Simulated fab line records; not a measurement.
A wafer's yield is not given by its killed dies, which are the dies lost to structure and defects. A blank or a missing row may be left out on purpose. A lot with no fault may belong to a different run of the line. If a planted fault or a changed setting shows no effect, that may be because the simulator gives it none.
A lot that was struck, set against a sound lot -- flow sky130 -- 14 steps out of a route of 708
Sound: wafers L852.2, L852.4, L852.6. Wafers L865.2, L865.4, L865.6 were the ones struck. At the end, the cause is stated.
Order at every step that has rows: each side's tool, ch and its chambers, its first start. Under that, the readings that differ: sound wafers -- struck wafers -- difference of the means -- sigmas: that difference in standard deviations of wafers without a fault.
alike: same words and numbers on both sides, and readings whose means sit less than 2 such deviations apart. not compared: any withheld reading, any reading some wafer has no value for, any bound like >300 that may hide the same value, and any number with overlapping values for which the record gives no deviation.
A row with sigmas, a row that says differs or no value, or rows on one side alone: a step with any of these is where the two part. Numbers that don't overlap but have no deviation are shown without sigmas and don't part them. A reading that every wafer of one side lacks parts them only if that side has two wafers or more.

first, 8 steps without rows for these wafers: SKY_VIA3_DEHYDRATE_04 (time 60 s); SKY_VIA3_HMDS_05 (prime time 60 s); SKY_VIA3_COAT_06 (resist thk 60 nm); SKY_VIA3_COAT_07 (resist thk 450 nm); SKY_VIA3_SOFTBAKE_08 (time 90 s); SKY_VIA3_EXPOSE_09 (exposes mask VIM3, target cd 200 nm); SKY_VIA3_PEB_10; SKY_VIA3_DEVELOP_11 (develop time 60 s).
SKY_VIA3_CD_MEAS_12: target cd 200 nm.
  sound: cd-sem-02 at day 39 20:23; struck: cd-sem-02 at day 43 16:22
  alike: cd-nm
SKY_VIA3_OVL_MEAS_13:
  sound: overlay-01 at day 39 20:29; struck: overlay-01 at day 43 16:29
  alike: VIA3_OVL
SKY_VIA3_ETCH_14: etches BARC in N2/H2, stops on SiO2, time 45.9 s, target depth 60 nm.
  sound on rie-diel-03 ch 1,3, day 39 20:31; struck on rie-diel-01 ch 0,2, day 43 16:31
  alike: drypump-motor-current-A, h2-flow-sccm, oes-product-au, throttle-valve-pct
  not compared: rf-hours-counter-h
SKY_VIA3_ETCH_15: etches SiO2 in C4F8/O2/Ar, stops on TiN, target depth 507 nm, time 78 s.
  sound on rie-diel-03 ch 1,3, day 39 20:34; struck on rie-diel-01 ch 0,2, day 43 16:33
  alike: oes-product-au
SKY_VIA3_STRIP_16: strips in O2/N2.
  sound on plasma-asher-01 ch 1, day 39 20:37; struck on plasma-asher-01 ch 1, day 43 16:37
  no value came back on the struck wafers for chamber-pressure-mTorr (mTorr), drypump-motor-current-A (A), oes-product-au (a.u.), strip-time-to-endpoint-s (s); on the sound wafers chamber-pressure-mTorr (mTorr) reads 1502.6 1497.6 1499.4
reading,sound,struck,difference,sigmas
model.KrF-thick_of_VIA3_COAT_07.thk-nm (nm),0 0 0,296 298 297.8,+297,
  not compared: rf-hours-counter-h
then, 1 step without rows for these wafers: SKY_VIA3_STRIP_17 (strips in post etch residue remover, time 1200 s).

== WHERE THEY PART ==
At SKY_VIA3_STRIP_16 and nowhere else, as far as this record goes.

WHY: the cause the simulator had injected
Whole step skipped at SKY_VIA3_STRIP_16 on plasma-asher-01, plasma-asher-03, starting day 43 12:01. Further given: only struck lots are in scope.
